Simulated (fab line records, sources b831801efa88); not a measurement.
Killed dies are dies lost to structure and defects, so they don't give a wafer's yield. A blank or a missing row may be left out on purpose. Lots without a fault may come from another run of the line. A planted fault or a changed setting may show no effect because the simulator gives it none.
A struck lot beside a sound one | flow sky130 | 15 steps out of a route of 708
Sound: wafers L634.2, L634.3, L634.4. Struck: wafers L639.2, L639.3, L639.5. The cause comes at the end.
At each step with rows: each side's tool, then ch and its chambers, then its first start. Under that, the readings that differ: sound wafers | struck wafers | difference of the means | sigmas: that difference in standard deviations of wafers without a fault.
alike: readings whose means differ by less than 2 such deviations, and words and numbers that are the same on both sides. not compared: withheld readings, readings that some wafer has no value for, bounds like >300 that may hide the same value, and numbers for which the record gives no deviation and whose values overlap.
The two part at a step that has a row with sigmas, a row that says differs or no value, or rows on one side only. Numbers that don't overlap but have no deviation are shown without sigmas and don't part them. A reading that every wafer of one side lacks parts them only if that side has two wafers or more.

SKY_SD_P_CD_MEAS_07: target cd 380 nm.
  sound on cd_sem-01, day 28 23:05; struck on cd_sem-01, day 29 21:32
  alike: cd_nm
SKY_SD_P_OVL_MEAS_08:
  sound on overlay-01, day 28 23:11; struck on overlay-01, day 29 21:39
  alike: SD_P_OVL
then, 1 step without rows for these wafers: SKY_SD_P_IMPLANT_09.
SKY_SD_P_STRIP_10: strips in O2/N2.
  sound on plasma_asher-02 ch 0,1, day 28 23:22; struck on plasma_asher-02 ch 0,1, day 29 21:50
  reading                      | sound             | struck            | difference | sigmas
  strip_time_to_endpoint_s (s) | 17.60 17.61 17.60 | 17.48 17.49 17.46 | -0.13      | -2
  alike: drypump_motor_current_A, oes_product_au
  not compared: rf_hours_counter_h
SKY_SD_P_TW_MEAS_11:
  sound on film_metro-04, day 28 23:28; struck on film_metro-04, day 29 21:56
  alike: SD_P_TW
then, 7 steps without rows for these wafers: SKY_RES_XHIGH_DEHYDRATE_00 (time 60 s); SKY_RES_XHIGH_HMDS_01 (prime time 60 s); SKY_RES_XHIGH_COAT_02 (resist thk 1140 nm); SKY_RES_XHIGH_SOFTBAKE_03 (time 60 s); SKY_RES_XHIGH_EXPOSE_04 (exposes mask URPM, target cd 1270 nm); SKY_RES_XHIGH_PEB_05; SKY_RES_XHIGH_DEVELOP_06 (develop time 60 s).
SKY_RES_XHIGH_IMPLANT_07:
  sound on implanter-01 ch 0, day 30 02:57; struck on implanter-01 ch 0, day 31 02:00
  reading                   | sound                | struck               | difference | sigmas
  beam_energy_keV           | 19.992 19.988 19.988 | 20.452 20.443 20.451 | +0.459     | +72
  model.implant.drp_nm (nm) | 9.746 9.746 9.746    | 9.899 9.899 9.899    | +0.153     |
  alike: beam_on_s
SKY_RES_XHIGH_STRIP_08: strips in O2/N2.
  sound on plasma_asher-01 ch 0,1, day 30 03:05; struck on plasma_asher-03 ch 0,1, day 31 02:08
  alike: drypump_motor_current_A, oes_product_au, strip_time_to_endpoint_s
  not compared: rf_hours_counter_h
-- the record jumps here: 18 days lie between the struck wafers' starts before and after (it left off in module RES_XHIGH and takes up again in module PAD_OPEN, whose first step shown is number 708 of the route) --
SKY_PAD_OPEN_PROBE_99:
  the record has rows for the struck wafers here (prober-02, day 49 00:36) and none for the sound ones

WHERE THEY PART
First at SKY_SD_P_STRIP_10; last, within this record, at SKY_PAD_OPEN_PROBE_99.

WHY: what the simulator had put in
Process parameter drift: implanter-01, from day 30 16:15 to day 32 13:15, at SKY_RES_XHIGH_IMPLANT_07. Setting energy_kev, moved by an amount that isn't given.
